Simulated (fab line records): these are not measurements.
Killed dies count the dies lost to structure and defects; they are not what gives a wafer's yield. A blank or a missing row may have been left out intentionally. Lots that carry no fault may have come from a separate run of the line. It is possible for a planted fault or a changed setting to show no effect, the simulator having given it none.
2 desks, one fault -- flow sky130 -- every desk sees just its own numbers, and what lay behind them comes last

## THE TOOL OWNER'S DESK: wet bench-01
The tool's own readings at SKY_SONOS_ONO_WET_ETCH_16 (etches SiO2 in dHF, target depth 14 nm, time 280 s): means of the sampled wafers that have a number, for each lot that ran on this tool. If a lot's mean is further than 4 standard deviations from the usual mean, the lot is out of limits and carries the mark OUT (the distance appears in the brackets).
Columns: A = run length s at SKY_SONOS_ONO_WET_ETCH_16, usual 308 s
lot,first seen here,A
L328,day 13 18:32,306
L332,day 15 02:47,172 (-35) OUT
This desk's verdict: out of limits on L332, starting with L332 at day 15 02:47 (run length s at SKY_SONOS_ONO_WET_ETCH_16). L328 stayed within limits.

## AT THE METROLOGY DESK
Means of the sampled wafers that have a number, per lot and without regard to the tool the lot ran on: this is what the gauges read. If a lot's mean is further than 4 standard deviations from the usual mean, the lot is out of limits and carries the mark OUT (the distance appears in the brackets).
Columns: A = SONOS_ONO_CVD_04_THK at SKY_SONOS_ONO_THK_MEAS_05, usual 5.64 nm; B = cd nm at SKY_SONOS_ONO_CD_MEAS_13, usual 409.9 nm; C = SONOS_ONO_OVL at SKY_SONOS_ONO_OVL_MEAS_14, usual 0.7 nm; D = GATE_OXIDE_OXIDATION_00_THK at SKY_GATE_OXIDE_THK_MEAS_02, usual 10.38 nm; E = GATE_OXIDE_OVL at SKY_GATE_OXIDE_OVL_MEAS_10, usual -0.3 nm; F = GATE_OXIDE_TW at SKY_GATE_OXIDE_TW_MEAS_14, usual 223.5; G = POLY_GATE_CVD_00_THK at SKY_POLY_GATE_THK_MEAS_01, usual 180.8 nm
lot,first seen here,A,B,C,D,E,F,G
L328,day 12 17:11,5.63,405.9,2.2,10.43,-2.1,225.8,182.9
L332,day 14 00:45,5.64,412.3,1.6,10.71,0.7,226.5,180.3
L339,day 16 11:01,5.69,411.1,0.2,10.25,-0.3,225.7,180.8
L341,day 17 04:47,5.56,410.0,-0.7,10.56,0.3,222.8,176.3
L346,day 18 11:51,5.62,408.6,-0.0,10.50,0.4,225.7,179.3
This desk's finding: nothing out of limits on any of the 5 lots.

## TAKEN TOGETHER
An alarm could have come from the tool owner's desk at day 15 02:47, on L332.
Nothing out of limits was seen by the metrology desk.
The metrology desk has L332 on record, within its limits.
Of the lots named, all ran SKY_SONOS_ONO_WET_ETCH_16 on wet bench-01.

## WHAT HAD BEEN PUT IN BY THE SIMULATOR
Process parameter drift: wet bench-01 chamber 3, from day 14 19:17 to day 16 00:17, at SKY_SONOS_ONO_WET_ETCH_16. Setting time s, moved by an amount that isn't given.
Lots struck among those shown: L332.
Each desk's first reading out of limits, in hours after the fault started: the tool owner's desk, 8.
